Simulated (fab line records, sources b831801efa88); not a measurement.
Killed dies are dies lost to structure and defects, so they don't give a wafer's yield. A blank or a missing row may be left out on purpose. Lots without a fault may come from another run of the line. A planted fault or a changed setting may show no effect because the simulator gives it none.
A struck lot beside a sound one | flow sky130 | 15 steps out of a route of 708
Sound: wafers L196.1, L196.3, L196.4. Struck: wafers L204.1, L204.2, L204.5. The cause comes at the end.
At each step with rows: each side's tool, then ch and its chambers, then its first start. Under that, the readings that differ: sound wafers | struck wafers | difference of the means | sigmas: that difference in standard deviations of wafers without a fault.
alike: readings whose means differ by less than 2 such deviations, and words and numbers that are the same on both sides. not compared: withheld readings, readings that some wafer has no value for, bounds like >300 that may hide the same value, and numbers for which the record gives no deviation and whose values overlap.
The two part at a step that has a row with sigmas, a row that says differs or no value, or rows on one side only. Numbers that don't overlap but have no deviation are shown without sigmas and don't part them. A reading that every wafer of one side lacks parts them only if that side has two wafers or more.

SKY_NWELL_OVL_MEAS_10:
  sound on overlay-01, day 6 01:17; struck on overlay-01, day 7 17:49
  alike: NWELL_00_OVL
then, 3 steps without rows for these wafers: SKY_NWELL_IMPLANT_11; SKY_NWELL_IMPLANT_12; SKY_NWELL_IMPLANT_13.
SKY_NWELL_STRIP_14: strips in O2/N2.
  sound on plasma_asher-03 ch 0,1, day 6 01:46; struck on plasma_asher-03 ch 0,1, day 7 18:18
  alike: drypump_motor_current_A, oes_product_au, strip_time_to_endpoint_s
  not compared: rf_hours_counter_h
SKY_NWELL_TW_MEAS_15:
  sound on film_metro-04, day 6 01:52; struck on film_metro-02, day 7 18:24
  alike: NWELL_TW
then, 6 steps without rows for these wafers: SKY_NWELL_DEHYDRATE_16 (time 60 s); SKY_NWELL_HMDS_17 (prime time 60 s); SKY_NWELL_COAT_18 (resist thk 3000 nm); SKY_NWELL_SOFTBAKE_19; SKY_NWELL_EXPOSE_20 (exposes mask NWM COMPLEMENT, target cd 840 nm); SKY_NWELL_PEB_21.
SKY_NWELL_DEVELOP_22: develop time 60 s.
  sound on litho_track-01 ch 0, day 6 20:00; struck on litho_track-01 ch 0, day 8 15:00
  reading              | sound             | struck            | difference | sigmas
  developer_temp_C (C) | 22.83 22.83 22.95 | 25.11 25.27 25.27 | +2.35      | +21
SKY_NWELL_OVL_MEAS_23:
  sound on overlay-02, day 6 20:19; struck on overlay-02, day 8 15:13
  alike: NWELL_01_OVL
SKY_PAD_OPEN_PROBE_99:
  the record has rows for the sound wafers here (prober-01, day 47 10:46) and none for the struck ones

WHERE THEY PART
First at SKY_NWELL_DEVELOP_22; last, within this record, at SKY_PAD_OPEN_PROBE_99.

WHY: what the simulator had put in
Process parameter drift: litho_track-01, from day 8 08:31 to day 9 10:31, at SKY_NWELL_DEVELOP_22. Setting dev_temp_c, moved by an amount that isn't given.
